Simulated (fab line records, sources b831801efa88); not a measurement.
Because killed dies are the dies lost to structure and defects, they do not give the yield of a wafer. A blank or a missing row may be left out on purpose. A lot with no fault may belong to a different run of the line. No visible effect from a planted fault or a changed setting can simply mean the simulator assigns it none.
A struck lot beside a sound one | flow gf180mcu | 18 out of 602 route steps
Sound: wafers L660.3, L660.4, L660.6. Wafers L669.1, L669.2, L669.4 were the ones struck. The cause is named last.
For every step that has rows: the tool of each side, followed by ch and its chambers, followed by its first start. Under that, the readings that differ: sound wafers | struck wafers | difference of the means | sigmas: that difference in standard deviations of wafers without a fault.
alike: readings with means less than 2 such deviations apart, plus words and numbers identical on both sides. not compared: withheld readings, readings lacking a value on some wafer, bounds such as >300 that could conceal the same value, and numbers that have no deviation in the record and whose values overlap.
The two part at a step that has a row with sigmas, a row that says differs or no value, or rows on one side only. Numbers that don't overlap but have no deviation are shown without sigmas and don't part them. A reading that every wafer of one side lacks parts them only if that side has two wafers or more.

GF_POLY_GATE_OVL_MEAS_11:
  sound on overlay-01 at day 10 15:52; struck on overlay-01 at day 13 03:46
  alike: POLY_GATE_OVL
GF_POLY_GATE_ETCH_12: etches BARC in N2/H2.
  sound on rie_diel-04 ch 0,3, day 10 15:54; struck on rie_diel-01 ch 1,2,3, day 13 03:48
  alike: drypump_motor_current_A, oes_product_au, throttle_valve_pct
GF_POLY_GATE_ETCH_13: etches poly-Si in HBr/Cl2, stops on SiO2, target depth 198.5 nm, time 69.6 s.
  sound on rie_si-02 ch 1,3, day 10 15:57; struck on rie_si-02 ch 0,1,2, day 13 03:51
  alike: HBr_flow_sccm, drypump_motor_current_A, oes_product_au, throttle_valve_pct
  not compared: rf_hours_counter_h
GF_POLY_GATE_STRIP_14: strips in O2/N2.
  sound on plasma_asher-01 ch 0,1, day 10 16:02; struck on plasma_asher-03 ch 0,1, day 13 03:54
  reading            | sound       | struck      | difference | sigmas
  heater_power_w (W) | 326 339 341 | 310 276 279 | -47        | -2
  alike: drypump_motor_current_A, oes_product_au
  not compared: rf_hours_counter_h
then, 2 steps without rows for these wafers: GF_POLY_GATE_CLEAN_15 (cleans in SC1/SC2, time 150 s); GF_POLY_GATE_OXIDATION_16 (stabilise 600 s, purge 300 s, target thk 4 nm).
GF_POLY_GATE_THK_MEAS_17:
  sound on film_metro-03 at day 10 17:29; struck on film_metro-03 at day 13 05:18
  alike: POLY_GATE_OXIDATION_THK
GF_POLY_GATE_CD_MEAS_18:
  sound on cd_sem-02 at day 10 17:35; struck on cd_sem-01 at day 13 05:22
  alike: cd_nm
then, 4 steps without rows for these wafers: GF_HV_LDD_DEHYDRATE_00 (time 60 s); GF_HV_LDD_HMDS_01 (prime time 60 s); GF_HV_LDD_COAT_02 (resist thk 1000 nm); GF_HV_LDD_SOFTBAKE_03 (time 60 s).
GF_HV_LDD_EXPOSE_04: exposes mask Nplus LV AREA, target cd 400 nm.
  sound on iline_stepper-01 ch 0, day 11 02:28; struck on iline_stepper-02 ch 0, day 13 14:59
  reading              | sound                | struck               | difference | sigmas
  exposure_dose_mJ_cm2 | 140.13 140.16 140.20 | 118.13 117.98 118.06 | -22.11     | -99 or more
  alike: mask, stage_vel_mm_s
then, 2 steps without rows for these wafers: GF_HV_LDD_PEB_05; GF_HV_LDD_DEVELOP_06 (develop time 60 s).
GF_HV_LDD_CD_MEAS_07: the cd target is 400 nm.
  sound on cd_sem-02 at day 11 11:50; struck on cd_sem-01 at day 14 00:32
  reading    | sound             | struck            | difference | sigmas
  cd_nm (nm) | 398.9 399.4 398.5 | 351.9 350.2 350.9 | -47.9      | -21
GF_HV_LDD_OVL_MEAS_08:
  sound on overlay-02 at day 11 11:56; struck on overlay-01 at day 14 00:40
  alike: HV_LDD_OVL
following that, these wafers have no rows for 1 step: GF_PASSIVATION_PROBE_99.

## WHERE THEY PART
Earliest at GF_POLY_GATE_STRIP_14; latest, in this record, at GF_HV_LDD_CD_MEAS_07. Later steps at which nothing parts them and some readings are alike: GF_HV_LDD_OVL_MEAS_08.

WHY: what had been put in by the simulator
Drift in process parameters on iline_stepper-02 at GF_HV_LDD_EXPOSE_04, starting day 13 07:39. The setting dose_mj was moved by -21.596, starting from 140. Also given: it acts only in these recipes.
